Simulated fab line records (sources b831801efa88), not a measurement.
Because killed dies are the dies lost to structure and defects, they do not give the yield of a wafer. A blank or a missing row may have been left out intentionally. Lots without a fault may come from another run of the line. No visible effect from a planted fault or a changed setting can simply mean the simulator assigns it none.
One fault seen from 2 desks -- flow sky130 -- numbers are kept per desk, each desk with only its own; the story behind them comes last

FROM THE METROLOGY DESK
Means of the sampled wafers that have a number, per lot and without regard to the tool the lot ran on: this is what the gauges read. Marked OUT: a lot whose mean sits more than 4 standard deviations from the usual mean, which makes it out of limits; the brackets give that distance.
Columns: A = CONTACT_CVD_00_THK at SKY_CONTACT_THK_MEAS_01, usual 74.6 nm
lot,first seen here,A
L186,day 30 13:53,74.6
L187,day 30 19:12,75.9
L189,day 31 04:12,75.2
L194,day 33 11:59,75.6
L195,day 33 13:44,75.2
L196,day 33 20:27,74.4
L202,day 35 16:28,74.1
L203,day 35 23:40,74.8
L204,day 36 08:00,74.5
L205,day 36 12:11,74.9
L206,day 36 19:54,74.4
L207,day 37 04:10,75.2
L208,day 37 06:27,74.4
L209,day 37 12:44,74.8
Finding of this desk: none of the 14 lots has anything out of limits.

FOR THE TOOL OWNER'S DESK: iline-stepper-02
The tool's own readings at SKY_SD_P_EXPOSE_04 (exposes mask PSDM, target cd 380 nm): means of the sampled wafers that have a number, for each lot that ran on this tool. Marked OUT: a lot whose mean sits more than 4 standard deviations from the usual mean, which makes it out of limits; the brackets give that distance.
Columns: A = exposure-dose-mJ-cm2 at SKY_SD_P_EXPOSE_04, usual 137.96; B = focus-offset-nm at SKY_SD_P_EXPOSE_04, usual 0.0 nm; C = stage-vel-mm-s at SKY_SD_P_EXPOSE_04, usual 499.97 mm/s
lot,first seen here,A,B,C
L186,day 24 22:02,137.81,-0.1,500.13
L187,day 25 03:38,138.12,0.0,499.98
L189,day 25 15:16,138.02,-0.4,500.03
L204,day 31 04:13,137.91,-0.4,500.16
L206,day 31 16:07,137.90,0.4,500.01
L207,day 32 02:44,137.99,0.4,499.95
L208,day 32 04:12,138.15,0.2,499.83
Finding of this desk: none of the 7 lots has anything out of limits.

PUT TOGETHER
Metrology desk: nothing out of limits seen.
The tool owner's desk saw nothing out of limits.

WHAT THE SIMULATOR HAD PUT IN
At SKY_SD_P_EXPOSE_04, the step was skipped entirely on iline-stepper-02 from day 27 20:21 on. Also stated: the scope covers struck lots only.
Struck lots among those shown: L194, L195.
